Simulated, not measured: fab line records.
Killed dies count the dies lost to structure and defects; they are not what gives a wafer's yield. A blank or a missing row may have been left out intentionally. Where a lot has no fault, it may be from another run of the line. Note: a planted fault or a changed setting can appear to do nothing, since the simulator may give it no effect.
fab line records	flow sky130
record: lots: 7	wafers: 21	last_day: 50
route steps=708 shown METAL2@490 PAD_OPEN@708
lots untouched by any fault: they come from a run of this same line in which no faults occurred
start_h: the number of hours between the record's first day and the start of the first shown wafer of the lot	wait_h: time in hours since the lot's previous step	" identical to the entry in the row above	L1.1+2: several wafers, shown together as one row	- either no value or no given start	* or withheld: withheld	< > ~ a bound
route shown NAME@n: NAME is a module with steps in the file, n the number in the route of the first one	usual: average and standard deviation across the fault-free wafers	same: alike in all rows	chamber/n: place in a boat	sites: readings site by site	_std_site: their standard deviation	_edge_site: outer sites' mean less inner sites'	radius_mm: how far each site lies from the wafer's centre	mask NAME#n: copy n	behind: the tool/chamber that last shaped the wafer	hold: why the lot went on hold/how many hours it stayed there/how the hold came to an end	device: the n, p or np transistor that did not switch	end of line: the route-end tests of the same wafers	where a step has no rows: the recipe by itself	killed: the dies lost at the first sort to structure and to defects; this is not the yield of the wafer	map: dies across one wafer; x = killed, . = not, _ = none there
set.NAME: the setting that was run; set.NAME@STEP: the one run at that earlier step	model.NAME: the simulator's own value behind a step, which no gauge read
a table for each step, a row for each wafer; lots at some steps of the route
services: from which hour (start_h, from the record's first day; less than 0 if before it) a tool's chamber was out of use, for how many hours, and why
== steps ==
step: SKY_METAL2_DEHYDRATE_07
recipe: temp_c: 200	time_s: 60
step: SKY_METAL2_HMDS_08
recipe: prime_time_s: 60	prime_temp_c: 120
step: SKY_METAL2_COAT_09
recipe: resist: BARC	temp_c: withheld	time_s: withheld	spin_rpm: 3000	resist_thk_nm: 60
step: SKY_METAL2_COAT_10
recipe: resist: KrF-thick	spin_rpm: 3000	resist_thk_nm: 450
step: SKY_METAL2_SOFTBAKE_11
recipe: temp_c: 100	time_s: 90	resist: KrF-thick
step: SKY_METAL2_EXPOSE_12
recipe: mask_id: MM2	na: 0.8	source_shape: annular	sigma_inner: 0.55	sigma_outer: 0.85	target_cd_nm: 140	dose_mj: 28
step: SKY_METAL2_PEB_13
recipe: peb_temp_c: withheld	peb_time_s: withheld	resist: KrF-thick
step: SKY_METAL2_DEVELOP_14
recipe: develop_time_s: 60	resist: KrF-thick	dev_temp_c: 21
step: SKY_METAL2_CD_MEAS_15
recipe: target_cd_nm: 140
usual: cd_nm: 139.6/1.6
lot.wafer	tool	chamber	start_h	wait_h	cd_nm
L963.2	cd_sem-02	-	833.11	-	136.2
L963.3	"	-	"	"	137.1
L963.4	"	-	"	"	137.2
L967.4	cd_sem-02	-	860.74	-	137.3
L967.5	"	-	"	"	136.3
L967.6	"	-	"	"	135.6
L978.1	cd_sem-02	-	950.41	-	136.9
L978.3	"	-	"	"	136.2
L978.5	"	-	"	"	134.8
L979.3	cd_sem-02	-	951.05	-	142.9
L979.5	"	-	"	"	142.0
L979.6	"	-	"	"	140.7
L982.2	cd_sem-02	-	969.50	-	140.1
L982.3	"	-	"	"	139.6
L982.6	"	-	"	"	139.0
L983.1	cd_sem-02	-	977.24	-	140.0
L983.4	"	-	"	"	139.4
L983.5	"	-	"	"	140.9
L984.1	cd_sem-02	-	985.02	-	137.6
L984.2	"	-	"	"	139.6
L984.6	"	-	"	"	140.2
step: SKY_METAL2_OVL_MEAS_16
usual: METAL2_OVL: 4/6
lot.wafer	tool	chamber	start_h	wait_h	METAL2_OVL[nm]
L963.2	overlay-02	-	833.22	0.1	6
L963.3	"	-	"	"	6
L963.4	"	-	"	"	9
L967.4	overlay-01	-	860.82	0.1	-2
L967.5	"	-	"	"	-13
L967.6	"	-	"	"	-2
L978.1	overlay-01	-	950.53	0.1	4
L978.3	"	-	"	"	0
L978.5	"	-	"	"	9
L979.3	overlay-01	-	951.14	0.1	-2
L979.5	"	-	"	"	2
L979.6	"	-	"	"	4
L982.2	overlay-01	-	969.61	0.1	14
L982.3	"	-	"	"	6
L982.6	"	-	"	"	3
L983.1	overlay-01	-	977.36	0.1	0
L983.4	"	-	"	"	-7
L983.5	"	-	"	"	-3
L984.1	overlay-01	-	985.14	0.1	2
L984.2	"	-	"	"	3
L984.6	"	-	"	"	0
step: SKY_METAL2_DESCUM_17
recipe: chemistry: O2	source_power_w: 150	bias_power_w: 0	pressure_mtorr: 10	temp_c: 40	time_s: 8
usual: chamber_pressure_mTorr: 10.000/0.0083	drypump_motor_current_A: 5.7/0.33	oes_product_au: 0.997/0.009
same: bias_power_w: 0
lot.wafer	tool	chamber	start_h	wait_h	chamber_pressure_mTorr	drypump_motor_current_A	oes_product_au	rf_hours_counter_h
L963.2	rie_metal-03	1	833.25	0.0	9.998	5.6	0.991	3
L963.3	"	0	"	"	10.011	5.9	1.009	-
L963.4	"	1	"	"	10.006	5.7	0.992	-
L967.4	rie_metal-01	1	860.85	0.0	9.987	5.0	1.022	-
L967.5	"	0	"	"	9.991	5.9	1.009	-
L967.6	"	1	"	"	10.001	5.0	1.013	-
L978.1	rie_metal-04	1	950.57	0.0	10.004	5.7	0.990	1
L978.3	"	0	"	"	10.006	5.9	0.985	-
L978.5	"	1	"	"	10.018	5.7	0.991	-
L979.3	rie_metal-03	1	951.18	0.0	9.998	5.6	0.997	-
L979.5	"	0	"	"	10.014	5.9	1.002	-
L979.6	"	1	"	"	9.997	5.6	0.994	-
L982.2	rie_metal-03	0	969.64	0.0	9.991	5.9	1.003	3
L982.3	"	0	"	"	9.995	5.9	0.998	-
L982.6	"	1	"	"	9.991	5.6	0.996	-
L983.1	rie_metal-03	1	977.40	0.0	10.007	5.6	1.003	10
L983.4	"	0	"	"	9.999	5.9	0.995	-
L983.5	"	0	"	"	9.995	5.9	0.998	-
L984.1	rie_metal-01	0	985.18	0.0	10.015	5.9	1.000	3
L984.2	"	1	"	"	9.991	4.9	0.995	10
L984.6	"	0	"	"	10.007	5.9	1.001	-
step: SKY_METAL2_ETCH_18
recipe: chemistry: N2/H2	target: BARC	ion_energy_ev: 200	bias_w: 100	pressure_mtorr: 30	n2_flow_sccm: 100	h2_flow_sccm: 200	icp_w: 500	stop_on: SiO2	time_s: 45.9	target_depth_a: 600
usual: chamber_pressure_mTorr: 30.001/0.028	drypump_motor_current_A: 5.7/0.33	h2_flow_sccm: 199.9/0.59	oes_product_au: 0.854/0.0049	throttle_valve_pct: 13.225/0.0087
lot.wafer	tool	chamber	start_h	wait_h	chamber_pressure_mTorr	drypump_motor_current_A	h2_flow_sccm	oes_product_au	rf_hours_counter_h	throttle_valve_pct
L963.2	rie_metal-03	1	833.28	0.0	29.987	5.6	199.2	0.861	3	13.228
L963.3	"	0	"	"	30.009	5.9	199.7	0.850	-	13.222
L963.4	"	1	"	"	29.975	5.6	199.8	0.857	-	13.221
L967.4	rie_metal-01	1	860.89	0.0	30.035	4.9	199.7	0.861	-	13.227
L967.5	"	0	"	"	30.006	5.9	200.2	0.850	-	13.214
L967.6	"	1	"	"	29.991	5.0	199.7	0.847	-	13.210
L978.1	rie_metal-04	1	950.60	0.0	30.033	5.7	199.9	0.855	1	13.218
L978.3	"	0	"	"	30.018	5.9	199.9	0.851	-	13.220
L978.5	"	1	"	"	29.975	5.7	199.5	0.843	-	13.220
L979.3	rie_metal-03	1	951.22	0.0	30.015	5.6	199.8	0.851	-	13.219
L979.5	"	0	"	"	29.999	5.9	199.1	0.845	-	13.229
L979.6	"	1	"	"	30.009	5.6	200.4	0.856	-	13.220
L982.2	rie_metal-03	0	969.67	0.0	29.963	5.9	199.9	0.856	3	13.231
L982.3	"	0	"	"	30.036	5.9	200.3	0.856	-	13.226
L982.6	"	1	"	"	30.041	5.7	201.3	0.857	-	13.218
L983.1	rie_metal-03	1	977.43	0.0	29.995	5.6	199.6	0.846	10	13.234
L983.4	"	0	"	"	30.053	6.0	200.8	0.858	-	13.225
L983.5	"	0	"	"	29.994	5.9	199.6	0.859	-	13.233
L984.1	rie_metal-01	0	985.21	0.0	30.036	5.9	199.4	0.856	3	13.231
L984.2	"	1	"	"	30.015	5.0	199.7	0.849	10	13.217
L984.6	"	0	"	"	30.013	5.9	200.0	0.852	-	13.225
step: SKY_METAL2_METAL_ETCH_19
recipe: target_depth_a: 3600	stop_on: SiO2	over_etch_frac: 0.3	time_s: 78	chemistry: Cl2/BCl3	resist_sidewall_deg: 88	pressure_mtorr: 10	icp_w: 900	bias_w: 48.5	Cl2_flow_sccm: 60	bcl3_flow_sccm: 30
usual: chamber_pressure_mTorr: 10.001/0.0088	drypump_motor_current_A: 5.7/0.33	oes_product_au: 0.853/0.0058	throttle_valve_pct: 22.265/0.01
lot.wafer	tool	chamber	start_h	wait_h	chamber_pressure_mTorr	drypump_motor_current_A	oes_product_au	rf_hours_counter_h	throttle_valve_pct	model.KrF-thick_of_METAL2_COAT_10.thk_nm	model.METAL2.feature_depth_nm	model.etch.depth_nm
L963.2	rie_metal-03	1	833.34	0.0	9.999	5.7	0.853	3	22.281	163.7	359.1	359.1
L963.3	"	0	"	"	9.981	5.9	0.851	-	22.268	154.3	360.4	360.4
L963.4	"	1	"	"	9.981	5.7	0.864	-	22.270	163.5	361.2	361.2
L967.4	rie_metal-01	1	860.96	0.1	9.984	5.0	0.852	-	22.265	154.5	355.9	355.9
L967.5	"	0	"	"	10.007	5.9	0.851	-	22.270	156.5	358.2	358.2
L967.6	"	1	"	"	9.983	5.0	0.855	-	22.252	153.7	357	357
L978.1	rie_metal-04	1	950.66	0.0	10.007	5.7	0.852	1	22.270	162.7	358.3	358.3
L978.3	"	0	"	"	9.997	5.9	0.848	-	22.262	166.4	357.6	357.6
L978.5	"	1	"	"	10.005	5.7	0.848	-	22.249	162.2	358.1	358.1
L979.3	rie_metal-03	1	951.29	0.1	9.986	5.6	0.836	-	22.265	220.3	344.6	344.6
L979.5	"	0	"	"	9.995	5.9	0.839	-	22.253	219.4	346.2	346.2
L979.6	"	1	"	"	9.993	5.6	0.849	-	22.246	156.7	356.9	356.9
L982.2	rie_metal-03	0	969.73	0.0	9.996	5.9	0.828	3	22.259	215.6	346.4	346.4
L982.3	"	0	"	"	9.999	5.9	0.840	-	22.242	218.2	346.4	346.4
L982.6	"	1	"	"	9.995	5.6	0.849	-	22.266	156.8	359.6	359.6
L983.1	rie_metal-03	1	977.49	0.0	10.003	5.7	0.851	10	22.271	157.4	361.7	361.7
L983.4	"	0	"	"	10.000	5.9	0.855	-	22.263	160.4	363.9	363.9
L983.5	"	0	"	"	9.990	5.9	0.827	-	22.279	222.2	341.6	341.6
L984.1	rie_metal-01	0	985.27	0.0	10.006	5.9	0.849	3	22.263	155.4	357.6	357.6
L984.2	"	1	"	"	10.004	4.9	0.856	10	22.276	161.4	358.8	358.8
L984.6	"	0	"	"	9.992	5.9	0.860	-	22.271	160.3	360	360
step: SKY_METAL2_STRIP_20
recipe: chemistry: O2/N2	power_w: 1400	pressure_mtorr: 1500	platen_temp_c: withheld	o2_flow_sccm: 3000	n2_flow_sccm: 300	overash_fraction: 0.5
usual: chamber_pressure_mTorr: 1500.0/1.3	drypump_motor_current_A: 5.7/0.41	oes_product_au: 0.343/0.0052	strip_time_to_endpoint_s: 2.70/0.051
lot.wafer	tool	chamber	start_h	wait_h	chamber_pressure_mTorr	drypump_motor_current_A	oes_product_au	rf_hours_counter_h	strip_time_to_endpoint_s
L963.2	plasma_asher-04	1	833.43	0.1	1499.7	5.4	0.340	66	2.75
L963.3	"	1	"	"	1503.4	5.4	0.335	-	2.64
L963.4	"	0	"	"	1500.2	6.6	0.355	-	2.76
L967.4	plasma_asher-02	1	861.05	0.1	1501.6	5.5	0.343	-	2.65
L967.5	"	0	"	"	1500.6	5.3	0.343	-	2.67
L967.6	"	1	"	"	1500.5	5.5	0.334	-	2.63
L978.1	plasma_asher-02	0	950.75	0.1	1500.3	5.4	0.337	20	2.74
L978.3	"	1	"	"	1499.9	5.5	0.348	-	2.77
L978.5	"	1	"	"	1501.2	5.5	0.341	-	2.72
L979.3	plasma_asher-02	1	951.38	0.1	1497.8	5.5	0.375	-	3.36
L979.5	"	1	"	"	1499.8	5.4	0.366	-	3.35
L979.6	"	0	"	"	1500.3	5.4	0.347	-	2.68
L982.2	plasma_asher-04	0	969.82	0.1	1500.8	6.6	0.369	81	3.31
L982.3	"	0	"	"	1500.2	6.6	0.373	-	3.34
L982.6	"	0	"	"	1498.5	6.6	0.341	-	2.66
L983.1	plasma_asher-04	1	977.58	0.1	1499.0	5.4	0.345	82	2.69
L983.4	"	0	"	"	1499.0	6.6	0.339	-	2.71
L983.5	"	0	"	"	1500.4	6.6	0.371	-	3.38
L984.1	plasma_asher-04	1	985.36	0.1	1500.6	5.4	0.339	82	2.65
L984.2	"	0	"	"	1500.4	6.6	0.357	82	2.73
L984.6	"	0	"	"	1502.1	6.6	0.341	-	2.73
step: SKY_METAL2_STRIP_21
recipe: chemistry: post_etch_residue_remover	time_s: 1200	temp_c: 72.5
step: SKY_PAD_OPEN_PROBE_99
usual: defect_limited_yield: 82.5/2	killed_at_M0_to_M3: 44/7.7	killed_at_M4_up: 3.0/1.9	killed_at_contacts: 25/5.6	killed_at_front_end: 15/4.6	killed_at_other: 0.3/0.47	killed_dies: 86/9.9	killed_on_rim: 17/3.6	killed_open: 47/7.4	killed_short: 39/5.9	sort_bin_3_pad_short: 0.8/0.37	sort_bin_5_function: 10.4/1.5	sort_bin_6_memory: 6.3/1	sort_n_pass: 406/9.9	sort_yield_pct: 82.5/2
same: gross_dies: 492	killed_at_back_side: 0	sort_bin_4_leakage[%]: 0	sort_bin_8_speed[%]: 0
lot.wafer	tool	chamber	start_h	wait_h	defect_limited_yield[%]	killed_at_M0_to_M3	killed_at_M4_up	killed_at_contacts	killed_at_front_end	killed_at_other	killed_dies	killed_on_rim	killed_open	killed_short	sort_bin_3_pad_short[%]	sort_bin_5_function[%]	sort_bin_6_memory[%]	sort_n_pass	sort_yield_pct[%]
L978.1	prober-02	-	1176.43	0.1	84.8	41	1	20	13	0	75	10	37	38	0.8	8.9	5.5	417	84.8
L978.3	prober-02	-	1176.53	0.2	83.3	44	2	19	17	0	82	13	42	40	0.6	9.3	6.7	410	83.3
L978.5	prober-02	-	1176.63	0.2	83.9	33	0	32	14	0	79	16	41	38	1.0	8.7	6.3	413	83.9
L979.3	prober-01	-	1176.79	0.2	5.1	419	3	29	16	0	467	95	45	48	1.2	86.0	7.7	25	5.1
L979.5	prober-01	-	1176.89	0.2	2.0	430	1	30	21	0	482	96	53	46	1.2	89.8	6.9	10	2.0
L979.6	prober-01	-	1176.94	0.2	79.1	55	2	27	18	1	103	20	57	46	0.6	13.2	7.1	389	79.1
L982.2	prober-02	-	1189.96	0.1	2.8	427	2	36	13	0	478	93	43	47	0.8	89.4	6.9	14	2.8
L982.3	prober-02	-	1190.01	0.2	6.1	414	4	22	22	0	462	96	51	40	1.4	85.6	6.9	30	6.1
L982.6	prober-02	-	1190.16	0.2	83.5	36	5	27	12	1	81	14	38	43	0.6	10.0	5.9	411	83.5
L983.1	prober-01	-	1195.12	0.1	82.5	45	1	26	14	0	86	19	48	38	1.0	10.4	6.1	406	82.5
L983.4	prober-01	-	1195.27	0.2	80.1	46	3	21	27	1	98	19	51	47	1.0	9.6	9.3	394	80.1
L983.5	prober-01	-	1195.32	0.2	0	451	1	21	19	0	492	96	45	38	1.4	94.3	4.3	0	0
L984.1	prober-02	-	1199.07	0.1	81.5	49	1	21	19	1	91	23	55	36	0.8	11.6	6.1	401	81.5
L984.2	prober-02	-	1199.12	0.1	86.0	40	4	15	10	0	69	13	31	38	1.2	7.7	5.1	423	86.0
L984.6	prober-02	-	1199.32	0.2	88.0	26	5	14	14	0	59	12	33	26	0.6	6.5	4.9	433	88.0
killed by level:class
L978.1 VIA1:geometric_particle:open=9 METAL1:geometric_particle:short=8 CONTACT:geometric_particle:open=7 FIELD_ISO:geometric_particle:short=6 POLY_GATE:geometric_particle:short=5 METAL1:geometric_particle:open=5 LI_CONTACT:geometric_particle:open=4 CONTACT:geometric_particle:short=4
L978.3 VIA2:geometric_particle:open=9 FIELD_ISO:geometric_particle:open=8 VIA1:geometric_particle:short=6 VIA1:geometric_particle:open=6 FIELD_ISO:geometric_particle:short=5 LI_CONTACT:geometric_particle:open=5 LOCAL_INTERCONNECT:geometric_particle:short=5 VIA3:geometric_particle:open=5
L978.5 CONTACT:geometric_particle:open=12 VIA2:geometric_particle:open=9 LI_CONTACT:geometric_particle:open=8 VIA1:geometric_particle:open=6 FIELD_ISO:geometric_particle:short=5 LOCAL_INTERCONNECT:geometric_particle:short=5 VIA3:geometric_particle:open=4 CONTACT:geometric_particle:short=4
L979.3 METAL2:area_etch=374 CONTACT:geometric_particle:open=9 VIA2:geometric_particle:open=8 CONTACT:geometric_particle:short=7 FIELD_ISO:geometric_particle:short=6 LOCAL_INTERCONNECT:geometric_particle:short=6 VIA1:geometric_particle:short=6 VIA1:geometric_particle:open=6
L979.5 METAL2:area_etch=383 VIA2:geometric_particle:open=10 LI_CONTACT:geometric_particle:open=10 CONTACT:geometric_particle:open=10 VIA1:geometric_particle:open=8 FIELD_ISO:geometric_particle:short=7 METAL2:geometric_particle:short=7 CONTACT:geometric_particle:short=6
L979.6 CONTACT:geometric_particle:open=13 VIA1:geometric_particle:open=8 POLY_GATE:geometric_particle:open=7 LI_CONTACT:geometric_particle:open=7 METAL2:geometric_particle:short=7 METAL3:geometric_particle:short=7 VIA3:geometric_particle:short=7 VIA3:geometric_particle:open=7
L982.2 METAL2:area_etch=388 CONTACT:geometric_particle:open=12 CONTACT:geometric_particle:short=9 VIA2:geometric_particle:open=7 LI_CONTACT:geometric_particle:open=6 VIA3:geometric_particle:open=6 FIELD_ISO:geometric_particle:short=5 LOCAL_INTERCONNECT:geometric_particle:short=5
L982.3 METAL2:area_etch=371 VIA1:geometric_particle:open=11 FIELD_ISO:geometric_particle:open=7 VIA2:geometric_particle:open=7 CONTACT:geometric_particle:open=6 LI_CONTACT:geometric_particle:open=6 POLY_GATE:geometric_particle:open=5 CONTACT:geometric_particle:short=5
L982.6 CONTACT:geometric_particle:open=9 METAL1:geometric_particle:short=6 LI_CONTACT:geometric_particle:open=5 CONTACT:geometric_particle:short=5 VIA2:geometric_particle:open=5 METAL4:geometric_particle:short=5 VIA3:geometric_particle:open=4 LI_CONTACT:geometric_particle:short=4
L983.1 VIA1:geometric_particle:open=14 VIA3:geometric_particle:open=9 LI_CONTACT:geometric_particle:open=7 CONTACT:geometric_particle:open=7 CONTACT:geometric_particle:short=6 VIA1:geometric_particle:short=5 LOCAL_INTERCONNECT:geometric_particle:short=4 METAL1:geometric_particle:short=4
L983.4 VIA3:geometric_particle:open=9 FIELD_ISO:geometric_particle:open=8 CONTACT:geometric_particle:open=8 VIA1:geometric_particle:open=8 POLY_GATE:geometric_particle:short=6 METAL1:geometric_particle:short=6 FIELD_ISO:geometric_particle:short=5 LOCAL_INTERCONNECT:geometric_particle:short=5
L983.5 METAL2:area_etch=409 CONTACT:geometric_particle:open=8 METAL1:geometric_particle:short=7 VIA1:geometric_particle:open=6 VIA2:geometric_particle:open=6 LI_CONTACT:geometric_particle:open=5 METAL3:geometric_particle:short=5 FIELD_ISO:geometric_particle:open=4
L984.1 VIA1:geometric_particle:open=12 METAL2:geometric_particle:short=8 CONTACT:geometric_particle:open=7 METAL3:geometric_particle:short=5 VIA1:geometric_particle:short=5 VIA2:geometric_particle:open=5 VIA3:geometric_particle:open=5 FIELD_ISO:geometric_particle:open=4
L984.2 VIA2:geometric_particle:open=7 POLY_GATE:geometric_particle:short=6 METAL1:geometric_particle:short=5 CONTACT:geometric_particle:open=5 VIA1:geometric_particle:open=5 METAL3:geometric_particle:short=5 VIA1:geometric_particle:short=4 METAL2:geometric_particle:short=4
L984.6 VIA1:geometric_particle:open=8 LI_CONTACT:geometric_particle:open=6 VIA1:geometric_particle:short=6 CONTACT:geometric_particle:short=4 POLY_GATE:geometric_particle:short=3 SPACER:geometric_particle:open=3 VIA3:geometric_particle:open=3 METAL4:geometric_particle:open=3
map L979.5 (x killed, . not)
__________xxxxxxxxxx_________
________xxxxxxxxxxxxxx_______
______xxxxxxxxxxxxxxxxxx_____
_____xxxxxxxxxxxxxxxxxxxx____
____xxxxxxxxxxxxxxxxxxxxxx___
___xxxxxxxxxxxxxxxxxxxxxxxx__
__xxxxxxxxxxxxxxxxxxxxxxxxxx_
_xxxxxxxxxxxxxx.xxxxxxxxxxxxx
_xxxxxxxxxxxxx..xxxxxxxxxxxxx
_xxxxxx.xxxxxxxxxxxxxxxxxxxxx
_xx.xxxxxxxxxxxx..xxxxxxxxxxx
_xxxxxxxxxxxxxxxxxxxxxxxxxxxx
_xxxxxxxxxxxxx.xxxxxxxxxxxxxx
_xxxxxxxxxxxxxxxxxxxxxxxxxxxx
_xxxxxxxxxxxxxxxxx.xxxxxxxxxx
__xxxxxxxxxxxxxxx.xxxxxxxxxx_
___xxxxxxxxxxxxxxxxxxxxxxxx__
____xxxxxxxxxxxxxxxxxxxxxx___
_____xxxxxxxxxxxxxxxxxxxx____
______xxxxxxxxxxxxxxxxxx_____
________xxxxxxxxxxxxxx_______
__________xxxxxxxxxx_________
map L982.2 (x killed, . not)
__________xxxxxxxxxx_________
________xxxxxxxxxxxxxx_______
______xxxxxxxxxxxxxxxxxx_____
_____xxxxxxxxxxxxxxxxxxxx____
____xxxxxxxxxxxxxxxxxxxxxx___
___xxxxxxxxxxxxxxxxxxxxxxxx__
__xxxxxxxxxxxxxxxxxxxxxxxxxx_
_xxxxxxxxxxxxxxxxxxxxxxxxxxxx
_xxxxxxx.xxxx.xxxxxxxxxxxxxxx
_xxxxxxxxxxxxxxxxxxxxxxxxxxxx
_xxxx.xxxxxxxxxxxxxxxxxxxxxxx
_.xx.xxxxxxxxxxxxxxxxxxxxxxxx
_.xxxxxxxxxxxxxxxxxxxxxxxxxxx
_xx.x..xxxxxxxxxxxxxxxxxxxxxx
_xx.xxxxxxxxxxxxxxxxxxxxxxxxx
__xxxxxxxxxxxxxxxxxxxxxxxxxx_
___xxxxxxxxxxxxxxxxxxxxxxxx__
____xxxxxxxxxxxxxxxxxxxxxx___
_____xxxxxxxxxxxxxxxxxxxx____
______xxxxxxxxxxxxx.xxxx_____
________xxxxxxxx.x.xxx_______
__________xxx.xxxxxx_________
== services ==
tool	chamber	start_h	hours	kind
rie_metal-01	1	828.53	4.4	repair
rie_metal-01	1	844.19	2.4	repair
rie_metal-03	-	870.39	2.8	pm
rie_metal-03	0	895.96	-	clean
rie_metal-03	0	895.96	18.7	scheduled_down
rie_metal-03	0	895.96	18.7	vent_cycle
rie_metal-01	0	904.23	-	clean
rie_metal-01	0	904.23	21.7	scheduled_down
rie_metal-01	0	904.23	21.7	vent_cycle
plasma_asher-02	-	907.00	2.8	pm
rie_metal-04	1	913.27	-	clean
rie_metal-04	1	913.27	21.2	scheduled_down
rie_metal-04	1	913.27	21.2	vent_cycle
plasma_asher-02	-	932.49	1.5	repair
plasma_asher-02	-	937.08	7.5	repair
plasma_asher-04	-	937.61	0.4	repair
plasma_asher-04	-	948.53	1.4	repair
== key ==
first_sign: step: SKY_METAL2_METAL_ETCH_19	reading: oes_product_au	direction: down	sigmas: 3.2	usual: 0.853	struck: 0.834
effect: step: SKY_METAL2_STRIP_20	reading: strip_time_to_endpoint_s	direction: up	sigmas: 13	usual: *	struck: *
effect: step: SKY_PAD_OPEN_PROBE_99	reading: sort_bin_5_function	direction: up	sigmas: 52	usual: 10.4	struck: 89.0
model_effect: step: SKY_METAL2_METAL_ETCH_19	value: KrF-thick_of_METAL2_COAT_10.thk_nm	without: 158.3	struck: 219.1
more_kills_born_at: SKY_METAL2_METAL_ETCH_19@rie_metal-03: 1925
met_at SKY_METAL2_METAL_ETCH_19
struck_wafers L979.3,L979.5,L982.2,L982.3,L983.5
later_rows_left_out L979.3,L979.5,L982.2,L982.3,L983.5
onset_between 833.34 951.29
fault: kind: process_parameter_drift	tool: rie_metal-03	chamber: -	onset_h: 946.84	steps: SKY_METAL2_METAL_ETCH_19	channel: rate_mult	offset: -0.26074	shape: step	end_h: 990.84	scope: struck_wafers_only
later_rows_left_out: the simulator's readings of these wafers behind a module that went badly wrong aren't trusted and aren't shown, but for the sort
